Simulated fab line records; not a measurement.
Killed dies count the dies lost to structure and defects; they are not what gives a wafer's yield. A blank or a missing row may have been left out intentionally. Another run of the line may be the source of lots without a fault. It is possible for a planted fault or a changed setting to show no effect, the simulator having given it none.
One fault through the eyes of 2 desks / flow gf180mcu / each desk has only its own numbers; what lay behind them comes last

== FOR THE TOOL OWNER'S DESK: furnace-02 ==
The tool's own readings at GF_DUAL_GATE_OXIDATION_02 (stabilise 600 s, purge 300 s, target thk 10.887 nm): means of the sampled wafers that have a number, for each lot that ran on this tool. Any lot whose mean is over 4 standard deviations away from the usual mean is out of limits and marked OUT; that distance is given in the brackets.
Columns: A = spike_tc_centre_C at GF_DUAL_GATE_OXIDATION_02, usual 900.1 C; B = spike_tc_lower_C at GF_DUAL_GATE_OXIDATION_02, usual 900.6 C; C = tube_center_temp_C at GF_DUAL_GATE_OXIDATION_02, usual 899.99 C; D = tube_center_temp_C_max at GF_DUAL_GATE_OXIDATION_02, usual 902.3; E = zone_power_upper_pct at GF_DUAL_GATE_OXIDATION_02, usual 19.50 %
lot=L906; first seen here=day 7 23:30; A=899.0; B=900.9; C=899.99; D=902.6; E=19.41
lot=L909; first seen here=day 8 15:26; A=899.9; B=900.8; C=900.00; D=902.0; E=19.37
lot=L912; first seen here=day 9 16:22; A=897.6; B=898.1; C=896.44 (-49) OUT; D=898.6 (-10) OUT; E=19.31
lot=L914; first seen here=day 9 23:36; A=896.1 (-4.3) OUT; B=897.6; C=896.51 (-48) OUT; D=898.8 (-9.4) OUT; E=19.40
lot=L923; first seen here=day 12 17:09; A=899.4; B=900.4; C=899.94; D=902.4; E=19.23
lot=L928; first seen here=day 14 03:06; A=900.6; B=900.9; C=900.00; D=902.1; E=19.46
This desk's finding: out of limits on L912, L914; first on L912, day 9 16:22 (tube_center_temp_C at GF_DUAL_GATE_OXIDATION_02). In limits: L906, L909, L923, L928.

== THE METROLOGY DESK ==
What the gauges read, lot by lot, whatever tool the lot ran on: means of the sampled wafers that have a number. Any lot whose mean is over 4 standard deviations away from the usual mean is out of limits and marked OUT; that distance is given in the brackets.
Columns: A = MVPSD_OVL at GF_MVPSD_OVL_MEAS_07, usual -1.3 nm; B = DUAL_GATE_OXIDATION_00_THK at GF_DUAL_GATE_THK_MEAS_03, usual 10.77 nm; C = POLY_GATE_OVL at GF_POLY_GATE_OVL_MEAS_11, usual -1 nm
lot=L906; first seen here=day 5 09:59; A=0.4; B=10.76; C=0
lot=L909; first seen here=day 5 23:58; A=-0.9; B=10.77; C=-11
lot=L912; first seen here=day 6 20:19; A=-4.1; B=9.93 (-4.2) OUT; C=1
lot=L913; first seen here=day 6 23:01; A=-0.9; B=10.74; C=-2
lot=L914; first seen here=day 7 03:40; A=-0.1; B=10.21; C=0
lot=L920; first seen here=day 8 16:55; A=-1.2; B=10.87; C=-7
lot=L921; first seen here=day 9 00:33; A=2.1; B=11.05; C=5
lot=L923; first seen here=day 9 12:43; A=0.2; B=10.67; C=0
lot=L924; first seen here=day 9 19:54; A=-2.9; B=10.73; C=3
lot=L925; first seen here=day 10 02:22; A=-1.9; B=10.72; C=-3
lot=L926; first seen here=day 10 05:38; A=-2.5; B=10.88; C=-4
lot=L927; first seen here=day 10 13:23; A=-1.9; B=10.67; C=1
lot=L928; first seen here=day 10 19:41; A=-2.7; B=11.05; C=-2
Finding of this desk: L912 out of limits, first seen on L912 at day 9 17:49 (DUAL_GATE_OXIDATION_00_THK at GF_DUAL_GATE_THK_MEAS_03). In limits: L906, L909, L913, L914, L920, L921, L923, L924, L925, L926, L927, L928.

== BROUGHT TOGETHER ==
The tool owner's desk had the chance to raise an alarm at day 9 16:22 on L912, L914.
L912 would have let the metrology desk raise an alarm at day 9 17:49.
The metrology desk holds a record of L914, inside its limits.
On furnace-02, each named lot ran GF_DUAL_GATE_OXIDATION_02.

== WHAT THE SIMULATOR PUT IN ==
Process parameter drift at GF_DUAL_GATE_OXIDATION_02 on furnace-02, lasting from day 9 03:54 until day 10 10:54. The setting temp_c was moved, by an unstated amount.
Struck lots among those shown: L912, L914.
Counting hours from when the fault started, the first reading out of limits came at 12 for the tool owner's desk and at 14 for the metrology desk.
